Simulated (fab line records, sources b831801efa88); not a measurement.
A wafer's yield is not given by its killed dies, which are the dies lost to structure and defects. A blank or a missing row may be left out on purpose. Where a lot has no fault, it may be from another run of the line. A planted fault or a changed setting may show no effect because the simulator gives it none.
Which tool is to blame? | flow sky130 | 36 wafers from 12 lots sampled at 6 of the route's 708 steps

WHAT THE GAUGES READ, wafer by wafer
SKY_METAL1_OVL_MEAS_16.
lot  | measured     | on         | METAL1_OVL (nm)
L668 | day 33 15:20 | overlay-02 | 8 10 8
L670 | day 33 23:23 | overlay-01 | 8 13 13
L669 | day 34 00:53 | overlay-02 | 5 6 -5
L671 | day 34 12:37 | overlay-02 | -1 12 2
L672 | day 34 15:59 | overlay-02 | 11 16 12
L673 | day 34 21:40 | overlay-01 | 18 18 12
L678 | day 36 09:18 | overlay-01 | 13 16 22
L679 | day 36 17:19 | overlay-01 | 11 18 6
L684 | day 37 22:19 | overlay-02 | 10 0 10
L685 | day 38 03:27 | overlay-02 | 13 16 19
L690 | day 39 19:21 | overlay-01 | 1 11 1
L691 | day 40 02:50 | overlay-01 | 4 7 12

SKY_METAL2_RS_MEAS_05: the measuring method here is four-point-probe.
lot  | measured     | on            | METAL2_ALCU_RS (ohm/sq)
L668 | day 34 20:41 | film_metro-04 | 0.1258 0.1273 0.1262
L670 | day 35 04:05 | film_metro-04 | 0.1263 0.1278 0.1278
L669 | day 35 06:08 | film_metro-01 | 0.1268 0.1269 0.1276
L671 | day 35 18:07 | film_metro-01 | 0.1271 0.1268 0.1278
L672 | day 35 21:23 | film_metro-04 | 0.1294 0.1291 0.1281
L673 | day 36 03:08 | film_metro-04 | 0.1248 0.1250 0.1244
L678 | day 37 13:55 | film_metro-04 | 0.1272 0.1270 0.0679
L679 | day 37 21:18 | film_metro-04 | 0.1252 0.0682 0.1259
L684 | day 39 02:31 | film_metro-04 | 0.1267 0.1255 0.1259
L685 | day 39 07:37 | film_metro-02 | 0.1236 0.1243 0.1239
L690 | day 40 22:02 | film_metro-04 | 0.1271 0.1273 0.1280
L691 | day 41 05:49 | film_metro-04 | 0.1273 0.1288 0.1282

SKY_METAL2_THK_MEAS_06: measures by xrf.
lot  | measured     | on            | METAL2_ALCU_THK (nm)
L668 | day 34 20:48 | film_metro-04 | 256.1 252.6 253.3
L670 | day 35 04:12 | film_metro-04 | 254.2 252.1 251.5
L669 | day 35 06:14 | film_metro-01 | 251.7 254.0 252.8
L671 | day 35 18:14 | film_metro-01 | 252.2 254.9 254.0
L672 | day 35 21:29 | film_metro-04 | 249.0 250.1 249.9
L673 | day 36 03:14 | film_metro-04 | 258.0 256.5 258.2
L678 | day 37 14:02 | film_metro-04 | 250.4 252.0 465.0
L679 | day 37 21:25 | film_metro-04 | 254.2 465.2 255.0
L684 | day 39 02:37 | film_metro-04 | 252.6 253.7 254.0
L685 | day 39 07:44 | film_metro-02 | 259.4 257.4 257.9
L690 | day 40 22:08 | film_metro-04 | 251.6 251.2 250.8
L691 | day 41 05:56 | film_metro-04 | 253.1 250.6 249.4

WHAT TOOL EACH LOT RAN ON (gives the tool, then ch and the chambers of the sampled wafers, and finally the start)
lot  | SKY_METAL1_ETCH_18                | SKY_VIA1_STRIP_16                    | SKY_METAL2_SPUTTER_02
L668 | rie_metal-01 ch 0,1, day 33 15:24 | plasma_asher-03 ch 0,1, day 34 19:19 | pvd_sputter-04, day 34 20:35
L670 | rie_metal-02 ch 0,1, day 33 23:27 | plasma_asher-03 ch 0,1, day 35 02:43 | pvd_sputter-04, day 35 03:59
L669 | rie_metal-01 ch 0,1, day 34 00:57 | plasma_asher-03 ch 0,1, day 35 04:43 | pvd_sputter-03, day 35 05:59
L671 | rie_metal-01 ch 0,1, day 34 12:40 | plasma_asher-03 ch 0, day 35 16:45   | pvd_sputter-03, day 35 18:02
L672 | rie_metal-02 ch 0,1, day 34 16:03 | plasma_asher-04 ch 0,1, day 35 19:58 | pvd_sputter-03, day 35 21:16
L673 | rie_metal-02 ch 0, day 34 21:47   | plasma_asher-04 ch 0,1, day 36 01:44 | pvd_sputter-04, day 36 03:01
L678 | rie_metal-02 ch 0,1, day 36 09:22 | plasma_asher-03 ch 0,1, day 37 12:33 | pvd_sputter-04, day 37 13:50
L679 | rie_metal-01 ch 0, day 36 17:23   | plasma_asher-04 ch 0,1, day 37 19:53 | pvd_sputter-04, day 37 21:12
L684 | rie_metal-01 ch 0, day 37 22:23   | plasma_asher-03 ch 0,1, day 39 00:45 | pvd_sputter-01, day 39 02:24
L685 | rie_metal-02 ch 1, day 38 03:33   | plasma_asher-04 ch 0,1, day 39 06:16 | pvd_sputter-03, day 39 07:32
L690 | rie_metal-02 ch 0,1, day 39 19:25 | plasma_asher-02 ch 0,1, day 40 20:38 | pvd_sputter-04, day 40 21:53
L691 | rie_metal-02 ch 0,1, day 40 02:54 | plasma_asher-04 ch 0,1, day 41 04:27 | pvd_sputter-01, day 41 05:43
- SKY_METAL1_ETCH_18: etches BARC in N2/H2, stops on SiO2, time 45.9 s, target depth 60 nm.
- SKY_VIA1_STRIP_16: strips in O2/N2.
- SKY_METAL2_SPUTTER_02: material AlCu, target thk 250 nm, time 13.3 s.

AS READ BY THE TOOLS THEMSELVES (means over the sampled wafers that have a number; for cases with no such wafer, the mark the record gives instead)
SKY_METAL1_ETCH_18.
lot  | tool         | drypump_motor_current_A (A) | n2_flow_sccm (sccm) | oes_product_au (a.u.) | throttle_valve_pct (%)
L668 | rie_metal-01 | 6.1                         | 99.72               | 0.854                 | 13.228
L670 | rie_metal-02 | 6.1                         | 99.91               | 0.856                 | 13.225
L669 | rie_metal-01 | 6.1                         | 99.90               | 0.849                 | 13.218
L671 | rie_metal-01 | 6.0                         | 100.35              | 0.853                 | 13.225
L672 | rie_metal-02 | 5.7                         | 100.12              | 0.857                 | 13.233
L673 | rie_metal-02 | 5.2                         | 100.11              | 0.853                 | 13.233
L678 | rie_metal-02 | 5.7                         | 99.92               | 0.858                 | 13.218
L679 | rie_metal-01 | 5.9                         | 100.40              | 0.850                 | 13.231
L684 | rie_metal-01 | 5.9                         | 100.11              | 0.852                 | 13.220
L685 | rie_metal-02 | 6.6                         | 99.95               | 0.854                 | 13.229
L690 | rie_metal-02 | 5.7                         | 99.95               | 0.855                 | 13.223
L691 | rie_metal-02 | 6.1                         | 99.97               | 0.854                 | 13.235

SKY_VIA1_STRIP_16.
lot  | tool            | drypump_motor_current_A (A) | n2_flow_sccm (sccm) | oes_product_au (a.u.) | strip_time_to_endpoint_s (s)
L668 | plasma_asher-03 | 5.86                        | 300.4               | 0.414                 | 4.457
L670 | plasma_asher-03 | 5.78                        | 299.2               | 0.417                 | 4.461
L669 | plasma_asher-03 | 5.77                        | 299.8               | 0.415                 | 4.466
L671 | plasma_asher-03 | 5.96                        | 301.0               | 0.409                 | 4.442
L672 | plasma_asher-04 | 5.53                        | 299.6               | 0.412                 | 4.447
L673 | plasma_asher-04 | 5.54                        | 299.5               | 0.417                 | 4.443
L678 | plasma_asher-03 | 5.78                        | 299.1               | 0.415                 | 4.464
L679 | plasma_asher-04 | 5.43                        | 300.3               | 0.417                 | 4.445
L684 | plasma_asher-03 | 5.85                        | 300.4               | 0.414                 | 4.444
L685 | plasma_asher-04 | 5.52                        | 299.5               | 0.412                 | 4.451
L690 | plasma_asher-02 | 5.61                        | 300.3               | 0.412                 | 4.449
L691 | plasma_asher-04 | 5.55                        | 299.6               | 0.417                 | 4.489

SKY_METAL2_SPUTTER_02.
lot  | tool           | throttle_valve_pct (%)
L668 | pvd_sputter-04 | 30.0
L670 | pvd_sputter-04 | 31.1
L669 | pvd_sputter-03 | 31.9
L671 | pvd_sputter-03 | 30.5
L672 | pvd_sputter-03 | 30.8
L673 | pvd_sputter-04 | 29.2
L678 | pvd_sputter-04 | 29.9
L679 | pvd_sputter-04 | 29.9
L684 | pvd_sputter-01 | 29.6
L685 | pvd_sputter-03 | 31.2
L690 | pvd_sputter-04 | 30.4
L691 | pvd_sputter-01 | 30.9

THE ANSWER, worked out from the rows above alone
Rule: the usual values come from the lots themselves. The widest of any qualifying gaps counts: lots, ordered by their means at a reading, are off when they make up no more than a third of the lots, leave a main group of 4 or more, and stand apart from it by 3 or more times the standard deviation of that group's means. Not used: any main group whose means are identical at the precision the tables above print for the reading. A lot without any number at a reading at which 4 lots or more have one is off too. The other lots that the step has rows for count as sound. After the gauges, taken in route order, come the tools' own readings; for these a lot's mean is taken, as printed above. The first step at which some lot is off is used, and at that step the reading that is off furthest; a lot without a number counts as furthest.
Off: L678, L679, seen at SKY_METAL2_RS_MEAS_05 (METAL2_ALCU_RS). Mean 0.1267 ohm/sq and standard deviation 0.0014 in the main group.
A tool fits if, at a process step before that reading, it ran every lot that is off, and no sound lot after the first of them. Those tools and the gauges at SKY_METAL2_RS_MEAS_05 are tried in the same way. Of those tried, none fits.

WHAT THE SIMULATOR HAD PUT IN
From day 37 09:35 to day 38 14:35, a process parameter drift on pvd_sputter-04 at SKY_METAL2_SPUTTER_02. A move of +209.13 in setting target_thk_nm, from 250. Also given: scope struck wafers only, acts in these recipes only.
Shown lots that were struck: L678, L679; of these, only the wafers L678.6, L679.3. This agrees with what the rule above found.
